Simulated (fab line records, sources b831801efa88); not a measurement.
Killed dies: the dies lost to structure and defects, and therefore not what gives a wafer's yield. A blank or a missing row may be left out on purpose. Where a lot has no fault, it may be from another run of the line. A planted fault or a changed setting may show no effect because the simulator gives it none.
Which tool did it? -- flow gf180mcu -- 13 lots, 39 wafers sampled, at 4 steps of a route of 602

== WHAT THE GAUGES SHOWED, per wafer ==
GF_CONTACT_BOW_MEAS_05. Usual: CONTACT_BOW typically reads 66 um, with standard deviation 7.5.
lot,measured,on,CONTACT_BOW (um),flag
L693,day 15 10:19,film metro-01,61 68 60,
L694,day 15 18:26,film metro-03,85 74 67,
L696,day 16 13:34,film metro-04,69 64 76,
L698,day 17 08:22,film metro-04,69 71 74,
L699,day 17 15:11,film metro-03,62 70 80,
L700,day 18 05:05,film metro-01,77 66 72,
L701,day 18 10:40,film metro-03,73 62 68,
L702,day 18 19:46,film metro-01,83 59 69,
L703,day 19 06:42,film metro-01,60 67 67,
L704,day 19 14:52,film metro-03,64 65 57,
L705,day 19 17:40,film metro-04,75 77 60,
L708,day 21 04:03,film metro-01,81 60 67,
L709,day 21 06:40,film metro-03,66 71 76,

GF_M1_THK_MEAS_06: measures by xrf. Usual: M1_ALCU_THK typically reads 451 nm, with standard deviation 5.
lot,measured,on,M1_ALCU_THK (nm),flag
L693,day 16 09:37,film metro-04,450 451 453,
L694,day 16 18:26,film metro-04,451 446 447,
L696,day 17 14:24,film metro-01,446 448 449,
L698,day 18 09:22,film metro-01,449 447 443,
L699,day 18 16:26,film metro-02,454 453 450,
L700,day 19 06:36,film metro-02,460 451 454,
L701,day 19 16:04,film metro-02,452 448 449,
L702,day 19 21:55,film metro-02,457 462 454,
L703,day 20 08:35,film metro-01,447 447 454,
L704,day 20 17:21,film metro-02,444 449 447,
L705,day 20 19:35,film metro-01,447 449 444,
L708,day 22 05:12,film metro-04,452 451 452,
L709,day 22 08:20,film metro-02,457 456,

== WHICH TOOL RAN EACH LOT (tool, then ch and the chambers of the sampled wafers, then the start) ==
lot,GF_HV_LDD_ETCHBACK_58,GF_CONTACT_CMP_27
L693,"rie diel-01 ch 1,2,3, day 12 18:44","cmp-02 ch 0,3, day 16 08:58"
L694,"rie diel-01 ch 1,2, day 13 01:05","cmp-01 ch 0,2, day 16 17:47"
L696,"rie diel-03 ch 0,1,3, day 13 18:31","cmp-01 ch 1,2, day 17 13:45"
L698,"rie diel-03 ch 0,2, day 14 12:16","cmp-01 ch 0,3, day 18 08:43"
L699,"rie diel-03 ch 2,3, day 14 18:55","cmp-01 ch 1,2, day 18 15:47"
L700,"rie diel-03 ch 1,2, day 15 07:08","cmp-01 ch 1,2, day 19 06:01"
L701,"rie diel-04 ch 1,2,3, day 15 12:35","cmp-02 ch 0,1, day 19 15:28"
L702,"rie diel-01 ch 0,3, day 15 21:46","cmp-01 ch 0,2,3, day 19 21:22"
L703,"rie diel-01 ch 0,1,2, day 16 06:53","cmp-02 ch 0,1,3, day 20 08:04"
L704,"rie diel-03 ch 0,2, day 16 09:08","cmp-02 ch 0,1,3, day 20 16:45"
L705,"rie diel-04 ch 2,3, day 16 17:16","cmp-01 ch 0,1,3, day 20 19:01"
L708,"rie diel-01 ch 0,1, day 18 01:47","cmp-01 ch 0,3, day 22 04:34"
L709,"rie diel-04 ch 0,2,3, day 18 04:59","cmp-02 ch 0,2,3, day 22 07:41"
- GF_HV_LDD_ETCHBACK_58: etches Si3N4 in CH3F/O2, stops on SiO2, time 100 s, target depth 90 nm.
- GF_CONTACT_CMP_27: polishes, stops on SiO2, t overpolish 15 s, target thk 0 nm.

== WHAT THE TOOLS THEMSELVES READ (means of the sampled wafers that have a number; where no wafer has one, the mark that the record gives instead) ==
GF_HV_LDD_ETCHBACK_58. Usual: O2_flow_sccm 29.99 sccm, standard deviation 0.085; drypump motor current A 5.8 A, standard deviation 0.57; oes product au 0.844 a.u., standard deviation 0.0069; throttle valve pct 10.560 %, standard deviation 0.0094.
lot,tool,O2_flow_sccm (sccm),drypump motor current A (A),oes product au (a.u.),throttle valve pct (%),flag
L693,rie diel-01,30.13,6.3,0.841,10.547,
L694,rie diel-01,29.94,6.3,0.846,10.558,
L696,rie diel-03,29.97,5.5,0.840,10.562,
L698,rie diel-03,29.87,5.4,0.844,10.561,
L699,rie diel-03,30.03,5.7,0.858,10.558,
L700,rie diel-03,29.94,6.1,0.845,10.574,
L701,rie diel-04,29.98,6.0,0.846,10.556,
L702,rie diel-01,29.99,6.1,0.847,10.560,
L703,rie diel-01,30.02,6.0,0.847,10.558,
L704,rie diel-03,29.99,5.7,0.840,10.560,
L705,rie diel-04,29.98,5.7,0.841,10.563,
L708,rie diel-01,30.01,5.9,0.842,10.555,
L709,rie diel-04,29.91,5.4,0.850,10.564,

GF_CONTACT_CMP_27. Usual: head pressure psi 3.498 psi, standard deviation 0.0081; motor current A 11.8 A, standard deviation 1.1; overpolish run s 15.000 s, standard deviation 0.0088; time to endpoint s 71 s, standard deviation 3.5.
lot,tool,head pressure psi (psi),motor current A (A),overpolish run s (s),time to endpoint s (s),flag
L693,cmp-02,3.504,11.1,14.996,69,
L694,cmp-01,3.499,12.3,15.002,68,
L696,cmp-01,3.505,12.3,15.001,68,
L698,cmp-01,3.504,12.3,15.001,73,
L699,cmp-01,3.496,12.2,15.005,70,
L700,cmp-01,3.505,12.5,14.992,69,
L701,cmp-02,3.501,11.5,15.005,69,
L702,cmp-01,3.491,12.6,15.001,72,
L703,cmp-02,3.498,11.2,14.999,73,
L704,cmp-02,3.493,11.6,14.998,70,
L705,cmp-01,3.505,11.7,14.993,74,
L708,cmp-01,3.490,12.1,15.002,74,
L709,cmp-02,2.758,9.3,10.022,89,OFF

== THE ANSWER, worked out from the rows above alone ==
Rule: lot off if the mean of its wafers having a number is beyond 3 standard deviations from the usual mean. Also off: a lot with no number at a reading for which 4 or more lots have one. All remaining lots with rows at the step are treated as sound. First the gauges in route order, then the tools' own readings, where a lot's mean is used as printed above. The first step at which some lot is off is used, and at that step the reading that is off furthest; a lot without a number counts as furthest.
Off at GF_CONTACT_CMP_27 (overpolish run s): L709.
If a tool, at that step or one of the process steps before it, ran each lot that is off and ran no sound lot following the first of them, it fits. This does not decide it: 2 tools fit, namely rie diel-04 at GF_HV_LDD_ETCHBACK_58 and cmp-02 at GF_CONTACT_CMP_27.

== WHAT HAD BEEN PUT IN BY THE SIMULATOR ==
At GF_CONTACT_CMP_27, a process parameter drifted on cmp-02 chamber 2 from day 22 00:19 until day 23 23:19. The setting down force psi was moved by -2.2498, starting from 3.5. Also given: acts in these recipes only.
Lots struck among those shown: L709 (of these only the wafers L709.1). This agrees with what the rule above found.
